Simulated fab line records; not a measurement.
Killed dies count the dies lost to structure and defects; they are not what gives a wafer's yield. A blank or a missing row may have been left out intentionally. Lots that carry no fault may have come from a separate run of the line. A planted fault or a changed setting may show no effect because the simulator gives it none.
Struck lot and sound lot, side by side	flow sky130	15 out of 708 route steps
Sound: these wafers, L430.1, L430.3, L430.6. Struck: wafer L435.4. (L435.5 of the same lot was not struck and is left out.) The cause comes at the end.
Order at every step that has rows: each side's tool, ch and its chambers, its first start. Under that, the readings that differ: sound wafers	struck wafers	difference of the means	sigmas: that difference in standard deviations of wafers without a fault.
alike: readings with means less than 2 such deviations apart, plus words and numbers identical on both sides. not compared: withheld readings, readings lacking a value on some wafer, bounds such as >300 that could conceal the same value, and numbers that have no deviation in the record and whose values overlap.
A row with sigmas, a row that says differs or no value, or rows on one side alone: a step with any of these is where the two part. When numbers do not overlap yet have no deviation, they are printed without sigmas and do not part them. Lack of a reading on every wafer of one side parts them only where that side has two or more wafers.

SKY_LOCAL_INTERCONNECT_RS_MEAS_01: measures by four-point-probe.
  sound on film metro-04 at day 33 22:54; struck on film metro-02 at day 35 11:50
  alike: LOCAL_INTERCONNECT_TIN_RS
SKY_LOCAL_INTERCONNECT_THK_MEAS_02: measures by xrf.
  sound on film metro-04 at day 33 23:01; struck on film metro-02 at day 35 11:56
  alike: LOCAL_INTERCONNECT_TIN_THK
then, 8 steps without rows for these wafers: SKY_LOCAL_INTERCONNECT_DEHYDRATE_03 (time 60 s); SKY_LOCAL_INTERCONNECT_HMDS_04 (prime time 60 s); SKY_LOCAL_INTERCONNECT_COAT_05 (resist thk 60 nm); SKY_LOCAL_INTERCONNECT_COAT_06 (resist thk 450 nm); SKY_LOCAL_INTERCONNECT_SOFTBAKE_07 (time 90 s); SKY_LOCAL_INTERCONNECT_EXPOSE_08 (exposes mask LI1M, target cd 170 nm); SKY_LOCAL_INTERCONNECT_PEB_09; SKY_LOCAL_INTERCONNECT_DEVELOP_10 (develop time 60 s).
SKY_LOCAL_INTERCONNECT_CD_MEAS_11 targets a cd of 170 nm.
  sound on cd sem-02 at day 35 01:34; struck on cd sem-02 at day 36 14:06
  alike: cd nm
SKY_LOCAL_INTERCONNECT_OVL_MEAS_12:
  sound on overlay-02 at day 35 01:41; struck on overlay-02 at day 36 14:11
  alike: LOCAL_INTERCONNECT_OVL
SKY_LOCAL_INTERCONNECT_ETCH_13: etches BARC in N2/H2, stops on SiO2, time 45.9 s, target depth 60 nm.
  sound on rie metal-03 ch 0,1, day 35 01:43; struck on rie metal-03 ch 0, day 36 14:16
reading	sound	struck	difference	sigmas
oes product au (a.u.)	0.853 0.856 0.854	0.899	+0.045	+9
run length s (s)	73.9 74.1 74.4	72.0	-2.1	-6
  alike: drypump motor current A, n2 flow sccm, throttle valve pct
  not compared: rf fwd power W, rf hours counter h
SKY_LOCAL_INTERCONNECT_METAL_ETCH_14: etches TiN in Cl2/BCl3, stops on PSG, target depth 110 nm, time 31.4 s.
  sound on rie metal-03 ch 0,1, day 35 01:47; struck on rie metal-03 ch 0, day 36 14:22
  alike: drypump motor current A, oes product au, rf fwd power W, run length s, throttle valve pct
  not compared: rf hours counter h
-- here the record skips 14 days between the struck wafers' starts before and after, leaving off in module LOCAL_INTERCONNECT and picking up in module PAD_OPEN (first step shown: number 708 of the route) --
SKY_PAD_OPEN_PROBE_99:
  only the struck wafers here have rows in the record (prober-02, day 50 05:19); the sound ones have none

## WHERE THEY PART
Last at SKY_PAD_OPEN_PROBE_99 as far as this record goes, first at SKY_LOCAL_INTERCONNECT_ETCH_13.

WHY: the cause the simulator had injected
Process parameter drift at SKY_LOCAL_INTERCONNECT_ETCH_13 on rie metal-03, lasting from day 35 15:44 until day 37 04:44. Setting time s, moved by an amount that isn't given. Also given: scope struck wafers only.
